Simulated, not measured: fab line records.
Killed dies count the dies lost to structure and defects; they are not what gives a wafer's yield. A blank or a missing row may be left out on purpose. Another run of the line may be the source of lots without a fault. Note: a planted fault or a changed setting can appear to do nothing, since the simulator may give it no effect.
Matching of chambers -- flow gf180mcu -- cmp-01 running GF_V5_CMP_04: 4 sister chambers
The step polishes SiO2. 39 wafers are shown with their chamber, then 12 later ones without.

== WAFERS PAIRED WITH THEIR CHAMBERS ==
wafer,chamber,motor-current-A (A)
L076.2,0,10.1
L076.3,2,12.5
L076.4,1,13.5
L078.1,0,10.4
L078.2,1,12.5
L078.6,3,10.3
L080.3,3,9.5
L080.4,0,9.8
L080.5,0,9.7
L081.2,2,12.7
L081.3,1,12.9
L081.5,2,12.1
L082.2,0,9.5
L082.3,3,10.4
L082.6,0,9.5
L083.1,0,10.4
L083.5,3,9.9
L083.6,0,9.9
L084.2,1,12.6
L084.4,0,10.2
L084.6,0,10.1
L086.3,0,10.0
L086.4,2,12.6
L086.6,3,10.6
L085.2,2,12.0
L085.4,0,10.6
L085.5,2,12.8
L087.2,2,12.5
L087.3,0,10.0
L087.5,1,12.7
L090.1,2,12.0
L090.2,3,9.8
L090.3,0,9.7
L091.1,2,12.3
L091.3,0,10.1
L091.6,3,9.9
L092.3,2,11.7
L092.4,3,9.3
L092.6,3,10.4

SIGNATURES (averages over the wafers above)
reading,chamber 0,chamber 1,chamber 2,chamber 3,scatter within a chamber
motor-current-A,10.000,12.840,12.320,10.011,0.372
Rule: a wafer lies at a distance from a chamber equal to the root of the sum of squares, over the readings, of (its reading less the chamber's mean, divided by the reading's scatter). If the next closest chamber is less than 2 further off than the closest, the wafer can't be placed; otherwise it belongs to the closest. How the scatter is found: for the shown wafers, subtract from each reading the mean of its chamber, square and add these, divide the total by (wafers less chambers), then take the root.

== WAFERS WITHOUT THEIR CHAMBER ==
wafer,motor-current-A (A)
L093.2,12.6
L093.3,10.2
L093.4,10.0
L094.2,9.8
L094.5,9.9
L094.6,10.2
L095.1,12.1
L095.3,9.6
L095.5,10.4
L097.3,9.7
L097.4,9.8
L097.5,9.9

== THE CHAMBER EACH PASSED THROUGH ==
wafer,from the rows above,in truth
L093.2,can't be placed: 1 or 2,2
L093.3,can't be placed: 3 or 0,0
L093.4,can't be placed: 0 or 3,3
L094.2,can't be placed: 0 or 3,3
L094.5,can't be placed: 0 or 3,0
L094.6,can't be placed: 3 or 0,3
L095.1,can't be placed: 2 or 1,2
L095.3,can't be placed: 0 or 3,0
L095.5,can't be placed: 3 or 0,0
L097.3,can't be placed: 0 or 3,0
L097.4,can't be placed: 0 or 3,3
L097.5,can't be placed: 0 or 3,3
Correct placement for 0 of the 12. Cannot be placed on the basis of these rows: 12; the candidates contain the true chamber in 12. Placed wrongly: 0.
